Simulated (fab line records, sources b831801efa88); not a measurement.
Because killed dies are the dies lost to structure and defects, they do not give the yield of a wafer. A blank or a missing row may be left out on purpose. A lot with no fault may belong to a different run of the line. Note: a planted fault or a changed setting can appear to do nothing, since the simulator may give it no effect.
Which tool was responsible? + flow sky130 + 12 lots (36 wafers sampled), 1 step of a 708-step route

== WHAT EACH GAUGE READ, for each wafer ==
SKY_FIELD_ISO_THK_MEAS_23.
| lot  | measured    | on            | FIELD_ISO_OXIDATION_01_THK (nm) |
|------|-------------|---------------|---------------------------------|
| L075 | day 2 11:57 | film metro-01 | 10.15 10.18 10.17               |
| L077 | day 2 22:34 | film metro-04 | 10.29 10.53 10.14               |
| L079 | day 3 12:08 | film metro-03 | 9.98 10.03 10.23                |
| L081 | day 3 21:59 | film metro-03 | 9.94 10.05 10.07                |
| L083 | day 4 05:08 | film metro-01 | 10.11 10.02 10.25               |
| L085 | day 4 16:46 | film metro-03 | 9.73 9.84 9.92                  |
| L087 | day 5 01:17 | film metro-03 | 10.24 10.30 10.08               |
| L089 | day 5 12:49 | film metro-04 | 9.85 9.93 9.96                  |
| L090 | day 6 01:38 | film metro-04 | 10.28 10.05 10.21               |
| L092 | day 6 11:21 | film metro-04 | 10.07 9.97 10.03                |
| L095 | day 7 00:32 | film metro-01 | 10.06 10.06 10.01               |
| L097 | day 7 12:41 | film metro-04 | 9.75 9.84 9.81                  |

== EACH LOT AND THE TOOL THAT RAN IT (in order: tool; ch and the chambers of the sampled wafers; start) ==
Before these readings, the record contains no process step.

== THE ANSWER, worked out from the rows above alone ==
Rule: usual is defined by the lots themselves. Put in order of their means at a reading, lots are off if they are a third of the lots or fewer, leave a main group of 4 or more, and stand apart from it by a gap of 3 or more times the standard deviation of the main group's means; of several such gaps the widest counts. Not used: any main group whose means are identical at the precision the tables above print for the reading. Also off: a lot with no number at a reading for which 4 or more lots have one. Where the step has rows for the other lots, those lots are counted as sound.
No lot is off on any of the readings shown, so nothing can be concluded from this.

== WHAT THE SIMULATOR HAD INSERTED ==
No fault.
